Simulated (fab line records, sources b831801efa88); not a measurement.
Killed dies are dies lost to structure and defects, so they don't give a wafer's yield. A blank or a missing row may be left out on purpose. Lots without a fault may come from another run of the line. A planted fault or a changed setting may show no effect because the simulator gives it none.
Which tool did it? | flow sky130 | 24 lots, 72 wafers sampled, at 6 steps of a route of 708

WHAT THE GAUGES READ, wafer by wafer
SKY_SPACER_THK_MEAS_01.
lot  | measured     | on            | SPACER_CVD_00_THK (nm)
L074 | day 22 17:51 | film_metro-03 | 43.1 43.3 43.3
L075 | day 23 00:41 | film_metro-03 | 43.4 43.4 43.4
L076 | day 23 10:52 | film_metro-02 | 43.1 42.9 43.0
L077 | day 24 02:28 | film_metro-02 | 43.0 42.8 42.6
L078 | day 24 05:59 | film_metro-04 | 42.9 43.1 43.0
L079 | day 24 19:47 | film_metro-04 | 42.5 42.7 42.5
L080 | day 25 09:14 | film_metro-04 | 43.3 43.2 43.6
L081 | day 25 13:55 | film_metro-04 | 43.3 43.2 43.3
L082 | day 25 22:25 | film_metro-04 | 43.3 43.4 43.2
L083 | day 26 09:18 | film_metro-04 | 43.2 43.5 43.3
L084 | day 26 15:19 | film_metro-04 | 42.1 42.5 42.1
L085 | day 26 21:22 | film_metro-04 | 42.9 42.8 43.1
L086 | day 27 03:44 | film_metro-03 | 43.8 43.8 43.6
L087 | day 27 15:35 | film_metro-03 | 43.4 43.5 43.3
L088 | day 28 04:38 | film_metro-02 | 43.1 43.5 43.3
L089 | day 28 19:25 | film_metro-02 | 43.7 43.8 43.5
L090 | day 29 03:18 | film_metro-03 | 43.2 43.1 43.2
L091 | day 29 15:32 | film_metro-03 | 43.0 43.1 42.9
L092 | day 29 19:08 | film_metro-03 | 42.8 43.2 43.1
L093 | day 30 01:26 | film_metro-03 | 42.7 43.3 43.2
L094 | day 30 03:59 | film_metro-03 | 42.5 42.8 42.7
L095 | day 30 10:38 | film_metro-03 | 43.0 43.0 43.4
L097 | day 30 19:15 | film_metro-03 | 43.1 43.1 43.1
L096 | day 30 22:20 | film_metro-03 | 43.1 43.2 43.7

SKY_VIA3_THK_MEAS_01.
lot  | measured     | on            | VIA3_HDPCVD_THK (nm)
L074 | day 38 09:48 | film_metro-02 | 1636 1639 1627
L075 | day 38 16:23 | film_metro-01 | 1602 1601 1603
L076 | day 39 01:06 | film_metro-01 | 1623 1681 1638
L077 | day 39 13:16 | film_metro-02 | 1633 1624 1631
L078 | day 39 14:13 | film_metro-03 | 1631 1634 1631
L079 | day 40 02:55 | film_metro-02 | 1605 1654 1622
L080 | day 40 13:42 | film_metro-01 | 1606 1614 1596
L081 | day 40 16:58 | film_metro-01 | 1586 1628 1630
L082 | day 41 00:06 | film_metro-03 | 1666 1592 1624
L083 | day 41 08:47 | film_metro-03 | 1648 1644 1657
L084 | day 41 15:41 | film_metro-01 | 1634 1617 1625
L085 | day 41 17:21 | film_metro-03 | 1607 1639 1617
L086 | day 42 03:20 | film_metro-02 | 1629 1665 1621
L087 | day 42 13:00 | film_metro-02 | 1688 1625 1682
L088 | day 42 23:39 | film_metro-02 | 1649 1640 1652
L089 | day 43 07:53 | film_metro-01 | 1660 1635 1623
L090 | day 43 14:35 | film_metro-02 | 1630 1637 1640
L091 | day 44 03:09 | film_metro-03 | 1644 1610 1600
L092 | day 44 05:09 | film_metro-01 | 1686 1626 1673
L093 | day 44 10:41 | film_metro-02 | 1618 1630 1671
L094 | day 44 11:22 | film_metro-01 | 1642 1613 1603
L095 | day 44 17:18 | film_metro-02 | 1618 1605 1610
L097 | day 44 23:37 | film_metro-02 | 1632 1650 1638
L096 | day 45 02:03 | film_metro-02 | 1648 1626 1618

SKY_METAL4_CD_MEAS_13: target cd 300 nm.
lot  | measured     | on        | cd_nm (nm)
L074 | day 41 14:08 | cd_sem-01 | 296.7 298.2 298.2
L075 | day 41 20:44 | cd_sem-01 | 300.1 301.2 299.3
L076 | day 42 06:06 | cd_sem-01 | 300.9 300.5 300.1
L077 | day 42 15:04 | cd_sem-01 | 301.9 302.4 302.4
L078 | day 42 16:20 | cd_sem-01 | 299.9 300.1 298.6
L079 | day 43 04:26 | cd_sem-02 | 298.8 300.0 299.8
L080 | day 43 14:29 | cd_sem-01 | 299.6 298.7 298.1
L081 | day 43 17:18 | cd_sem-01 | 298.3 297.6 296.8
L082 | day 44 00:25 | cd_sem-01 | 299.3 301.6 300.4
L083 | day 44 08:59 | cd_sem-01 | 300.0 300.3 299.7
L084 | day 44 15:06 | cd_sem-02 | 299.2 299.2 298.7
L085 | day 44 16:28 | cd_sem-02 | 299.4 297.9 298.3
L086 | day 45 01:12 | cd_sem-01 | 300.8 300.2 301.7
L087 | day 45 10:25 | cd_sem-02 | 298.2 297.6 299.9
L088 | day 45 20:13 | cd_sem-01 | 300.7 300.6 301.0
L089 | day 46 02:48 | cd_sem-02 | 299.0 297.3 297.8
L090 | day 46 10:58 | cd_sem-02 | 298.8 297.7 298.6
L091 | day 46 21:59 | cd_sem-01 | 299.4 299.0 299.1
L092 | day 46 23:10 | cd_sem-01 | 300.3 301.7 299.5
L093 | day 47 03:54 | cd_sem-02 | 302.1 301.1 300.9
L094 | day 47 04:43 | cd_sem-02 | 301.6 302.7 300.1
L095 | day 47 11:24 | cd_sem-02 | 300.6 300.7 299.9
L097 | day 47 16:30 | cd_sem-01 | 298.9 299.1 299.0
L096 | day 47 17:56 | cd_sem-02 | 299.9 300.3 301.1

WHICH TOOL RAN EACH LOT (tool, then ch and the chambers of the sampled wafers, then the start)
lot  | SKY_CAPM_STRIP_14                    | SKY_VIA3_CMP_02               | SKY_METAL4_SPUTTER_03
L074 | plasma_asher-01 ch 0,1, day 37 06:31 | cmp-01 ch 0,1,2, day 38 09:55 | pvd_sputter-02, day 39 12:47
L075 | plasma_asher-04 ch 1, day 37 12:19   | cmp-02 ch 1,2,3, day 38 16:29 | pvd_sputter-04, day 39 19:16
L076 | plasma_asher-04 ch 0,1, day 37 21:50 | cmp-02 ch 0,2, day 39 01:09   | pvd_sputter-04, day 40 04:16
L077 | plasma_asher-04 ch 0,1, day 38 10:40 | cmp-01 ch 0,2,3, day 39 13:25 | pvd_sputter-03, day 40 15:11
L078 | plasma_asher-01 ch 0,1, day 38 11:14 | cmp-01 ch 1,3, day 39 14:16   | pvd_sputter-04, day 40 16:22
L079 | plasma_asher-02 ch 0,1, day 39 00:20 | cmp-01 ch 0,1,2, day 40 02:58 | pvd_sputter-04, day 41 04:56
L080 | plasma_asher-02 ch 0,1, day 39 11:41 | cmp-02 ch 0,1, day 40 13:48   | pvd_sputter-03, day 41 16:05
L081 | plasma_asher-01 ch 0,1, day 39 15:11 | cmp-02 ch 1,3, day 40 17:01   | pvd_sputter-02, day 41 18:40
L082 | plasma_asher-01 ch 0,1, day 39 21:56 | cmp-02 ch 0,1,3, day 41 00:10 | pvd_sputter-04, day 42 02:07
L083 | plasma_asher-04 ch 0,1, day 40 06:35 | cmp-02 ch 0,2,3, day 41 08:50 | pvd_sputter-02, day 42 10:44
L084 | plasma_asher-02 ch 0,1, day 40 13:31 | cmp-02 ch 0,2,3, day 41 15:45 | pvd_sputter-04, day 42 16:59
L085 | plasma_asher-02 ch 0,1, day 40 15:32 | cmp-01 ch 0,2, day 41 17:24   | pvd_sputter-04, day 42 19:15
L086 | plasma_asher-04 ch 0, day 41 01:10   | cmp-02 ch 1,2, day 42 03:26   | pvd_sputter-04, day 43 04:30
L087 | plasma_asher-04 ch 0,1, day 41 11:12 | cmp-02 ch 0,1,3, day 42 13:11 | pvd_sputter-04, day 43 13:53
L088 | plasma_asher-02 ch 0, day 41 22:58   | cmp-02 ch 0,1,2, day 42 23:43 | pvd_sputter-03, day 44 00:20
L089 | plasma_asher-04 ch 0,1, day 42 07:08 | cmp-01 ch 1,2,3, day 43 07:56 | pvd_sputter-04, day 44 07:56
L090 | plasma_asher-04 ch 0,1, day 42 14:10 | cmp-01 ch 1,2, day 43 14:40   | pvd_sputter-03, day 44 14:34
L091 | plasma_asher-04 ch 0,1, day 43 03:11 | cmp-01 ch 1,2,3, day 44 03:22 | pvd_sputter-02, day 45 03:47
L092 | plasma_asher-04 ch 1, day 43 04:31   | cmp-01 ch 0,2,3, day 44 05:15 | pvd_sputter-02, day 45 05:05
L093 | plasma_asher-04 ch 0,1, day 43 10:28 | cmp-01 ch 1,2,3, day 44 10:53 | pvd_sputter-04, day 45 10:25
L094 | plasma_asher-02 ch 0,1, day 43 11:41 | cmp-01 ch 0,1, day 44 11:26   | pvd_sputter-03, day 45 11:01
L095 | plasma_asher-02 ch 0,1, day 43 16:53 | cmp-01 ch 0,1,2, day 44 17:21 | pvd_sputter-02, day 45 17:17
L097 | plasma_asher-01 ch 0,1, day 43 23:55 | cmp-02 ch 0,1,2, day 44 23:47 | pvd_sputter-04, day 45 22:34
L096 | plasma_asher-02 ch 0,1, day 44 02:37 | cmp-02 ch 0,3, day 45 02:10   | pvd_sputter-02, day 46 01:05
- SKY_CAPM_STRIP_14: strips in O2/N2.
- SKY_VIA3_CMP_02: polishes SiO2.
- SKY_METAL4_SPUTTER_03: material Ti, target thk 5 nm, time 3.3 s.

WHAT THE TOOLS THEMSELVES READ (means of the sampled wafers that have a number; where no wafer has one, the mark that the record gives instead)
SKY_CAPM_STRIP_14.
lot  | tool            | drypump_motor_current_A (A) | oes_product_au (a.u.) | strip_time_to_endpoint_s (s)
L074 | plasma_asher-01 | 5.9                         | 0.710                 | 12.59
L075 | plasma_asher-04 | 5.5                         | 0.708                 | 12.55
L076 | plasma_asher-04 | 5.9                         | 0.711                 | 12.61
L077 | plasma_asher-04 | 5.7                         | 0.709                 | 12.76
L078 | plasma_asher-01 | 5.8                         | 0.707                 | 12.66
L079 | plasma_asher-02 | 5.1                         | 0.711                 | 12.67
L080 | plasma_asher-02 | 5.4                         | 0.715                 | 12.63
L081 | plasma_asher-01 | 5.9                         | 0.709                 | 12.67
L082 | plasma_asher-01 | 5.9                         | 0.714                 | 12.76
L083 | plasma_asher-04 | 5.7                         | 0.711                 | 12.54
L084 | plasma_asher-02 | 5.1                         | 0.712                 | 12.66
L085 | plasma_asher-02 | 5.1                         | 0.706                 | 12.65
L086 | plasma_asher-04 | 6.1                         | 0.713                 | 12.71
L087 | plasma_asher-04 | 5.8                         | 0.713                 | 12.63
L088 | plasma_asher-02 | 5.8                         | 0.707                 | 12.61
L089 | plasma_asher-04 | 5.7                         | 0.712                 | 12.63
L090 | plasma_asher-04 | 5.9                         | 0.713                 | 12.67
L091 | plasma_asher-04 | 5.7                         | 0.712                 | 12.65
L092 | plasma_asher-04 | 5.5                         | 0.715                 | 12.60
L093 | plasma_asher-04 | 5.9                         | 0.709                 | 12.73
L094 | plasma_asher-02 | 5.5                         | 0.713                 | 12.59
L095 | plasma_asher-02 | 5.1                         | 0.710                 | 12.67
L097 | plasma_asher-01 | 6.0                         | 0.708                 | 12.66
L096 | plasma_asher-02 | 5.1                         | 0.710                 | 12.70

SKY_VIA3_CMP_02.
lot  | tool   | motor_current_A (A) | platen_rpm (rpm)
L074 | cmp-01 | 11.9                | 60.02
L075 | cmp-02 | 12.0                | 60.02
L076 | cmp-02 | 11.4                | 59.99
L077 | cmp-01 | 12.6                | 59.98
L078 | cmp-01 | 11.5                | 60.02
L079 | cmp-01 | 11.6                | 60.01
L080 | cmp-02 | 12.4                | 60.01
L081 | cmp-02 | 11.4                | 59.98
L082 | cmp-02 | 12.0                | 59.98
L083 | cmp-02 | 11.7                | 60.00
L084 | cmp-02 | 11.3                | 59.99
L085 | cmp-01 | 11.9                | 60.01
L086 | cmp-02 | 12.4                | 60.00
L087 | cmp-02 | 12.2                | 59.98
L088 | cmp-02 | 11.7                | 59.98
L089 | cmp-01 | 12.3                | 60.01
L090 | cmp-01 | 11.6                | 59.99
L091 | cmp-01 | 12.2                | 60.01
L092 | cmp-01 | 12.5                | 60.01
L093 | cmp-01 | 12.2                | 59.99
L094 | cmp-01 | 11.1                | 59.98
L095 | cmp-01 | 11.9                | 60.02
L097 | cmp-02 | 12.1                | 59.99
L096 | cmp-02 | 11.9                | 60.01

SKY_METAL4_SPUTTER_03.
lot  | tool           | throttle_valve_pct (%)
L074 | pvd_sputter-02 | 31.6
L075 | pvd_sputter-04 | 28.9
L076 | pvd_sputter-04 | 29.1
L077 | pvd_sputter-03 | 30.1
L078 | pvd_sputter-04 | 29.8
L079 | pvd_sputter-04 | 28.9
L080 | pvd_sputter-03 | 30.9
L081 | pvd_sputter-02 | 31.5
L082 | pvd_sputter-04 | 29.8
L083 | pvd_sputter-02 | 30.6
L084 | pvd_sputter-04 | 30.0
L085 | pvd_sputter-04 | 29.0
L086 | pvd_sputter-04 | 28.1
L087 | pvd_sputter-04 | 29.1
L088 | pvd_sputter-03 | 30.5
L089 | pvd_sputter-04 | 29.7
L090 | pvd_sputter-03 | 29.3
L091 | pvd_sputter-02 | 30.6
L092 | pvd_sputter-02 | 30.5
L093 | pvd_sputter-04 | 29.2
L094 | pvd_sputter-03 | 29.4
L095 | pvd_sputter-02 | 30.4
L097 | pvd_sputter-04 | 28.4
L096 | pvd_sputter-02 | 32.3

THE ANSWER, worked out from the rows above alone
Rule: what is usual is taken from the lots themselves. Put in order of their means at a reading, lots are off if they are a third of the lots or fewer, leave a main group of 4 or more, and stand apart from it by a gap of 3 or more times the standard deviation of the main group's means; of several such gaps the widest counts. A main group whose means are all the same, to the digits that the tables above print for the reading, isn't used. A lot without any number at a reading at which 4 lots or more have one is off too. The other lots that the step has rows for count as sound. The gauges are gone through in route order, then the tools' own readings, and for those a lot's mean is taken as printed above. The first step at which some lot is off is used, and at that step the reading that is off furthest; a lot without a number counts as furthest.
No lot is off at any reading shown: from this, nothing can be told.

WHAT THE SIMULATOR HAD PUT IN
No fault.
